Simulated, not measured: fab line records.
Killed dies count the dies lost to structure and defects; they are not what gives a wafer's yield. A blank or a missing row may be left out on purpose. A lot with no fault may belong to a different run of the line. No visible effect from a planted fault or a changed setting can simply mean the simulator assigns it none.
Code-filled problem report in 8D (eight disciplines) form    flow sfq_line    the parts of the form that need people (team, actions taken, sign-off) are left out

1. WHAT WENT WRONG
oes_product_au at SFQ_TRILAYER_R5_ETCH_METAL_ETCH_139 reads a mean of 0.858 a.u. on 3 wafers of 2 lots; wafers without a fault read 0.989 a.u. with a standard deviation of 0.0052. That is -25 standard deviations from the usual mean.
The step: etches the open film in Cl2, stops on SiO2, target depth 60 nm, time 40 s.
First observed at day 67 00:44: wafer L485.1, on rie_metal-02. At this step, 18 wafers from 6 lots have a number in the record. By rule, "out" or "out of limits" means more than 4 standard deviations away from the usual mean. All remaining wafers that have a number are taken as sound.

2. WHAT IT IS, AND WHAT IT ISN'T
question                     is                      is not
which readings at this step  oes_product_au          drypump_motor_current_A
which lots                   L485, L488              L487, L493, L495, L496
which wafers of those lots   L485.1, L488.1, L488.4  L485.5, L485.6, L488.6
read on which tools          rie_metal-02            rie_metal-03, rie_metal-04
when                         from day 67 00:44       up to then (2 sound wafers); but 13 sound wafers of L487, L488, L493, L495, L496 came after

3. WHAT RULES OUT EACH SUSPECT
Counting: if a tool at a process step up to the reading ran every lot that is out, it stays a suspect. Sound lots after the first of them don't rule it out here, since some wafers of a struck lot are sound.
- pvd_sputter-03 at SFQ_TRILAYER_R5_DEP_SPUTTER_133 (material MoNx, target thk 40 nm, time 66.7 s): kept. It ran every lot that is out, first L485 (day 62 09:37).
- pvd_sputter-03 at SFQ_TRILAYER_R5_DEP_SPUTTER_134 (material Ti, target thk 5 nm, time 5 s): kept. It ran every lot that is out, first L485 (day 62 09:40).
- rie_metal-02 at SFQ_TRILAYER_R5_BARC_OPEN_METAL_ETCH_177 (etches BARC in O2, target depth 125 nm, time 41.7 s): kept. It ran every lot that is out, first L485 (day 67 00:40).
- rie_metal-02 at SFQ_TRILAYER_R5_ETCH_METAL_ETCH_139 (etches the open film in Cl2, stops on SiO2, target depth 60 nm, time 40 s): kept. It ran every lot that is out, first L485 (day 67 00:44). Its own readings are out on those wafers: oes_product_au.
Left after counting: pvd_sputter-03 at SFQ_TRILAYER_R5_DEP_SPUTTER_133, pvd_sputter-03 at SFQ_TRILAYER_R5_DEP_SPUTTER_134, rie_metal-02 at SFQ_TRILAYER_R5_BARC_OPEN_METAL_ETCH_177, rie_metal-02 at SFQ_TRILAYER_R5_ETCH_METAL_ETCH_139.

4. THE CAUSE (what the simulator had put in)
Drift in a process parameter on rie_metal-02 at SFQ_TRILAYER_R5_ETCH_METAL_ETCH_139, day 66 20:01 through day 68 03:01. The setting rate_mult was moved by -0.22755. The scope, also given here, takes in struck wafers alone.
4 suspects survive the count, and this tool is in that group.

5. THE CHAIN OF EFFECTS, in route order
One row per reading whose mean, taken over the struck wafers that have a number, lies over 3 standard deviations from the usual. Only readings whose record carries a usual standard deviation are examined. hours: median over the lots of the time between each lot's start at the first step of this table that gives one and its start at this step. sigmas: the change, counted in usual standard deviations.
hours  step                                 reading         usual       on struck wafers  change  sigmas
0      SFQ_TRILAYER_R5_ETCH_METAL_ETCH_139  oes_product_au  0.989 a.u.  0.858             -0.131  -25
Process steps it contains:
- SFQ_TRILAYER_R5_ETCH_METAL_ETCH_139: etches the open film in Cl2, stops on SiO2, target depth 60 nm, time 40 s.
Later measuring or inspecting steps at which every struck wafer that the step has a row for has a number for every such reading, and none has moved that far: SFQ_I5_OVL_MEAS_936, SFQ_C5_OVL_MEAS_937, SFQ_M6_RS_MEAS_938, SFQ_M8_BOW_MEAS_951.

6. HOW IT WOULD HAVE BEEN CAUGHT EARLIER
In this record no reading fell out of limits until day 67 00:44, 5 hours after the fault had begun at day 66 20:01.
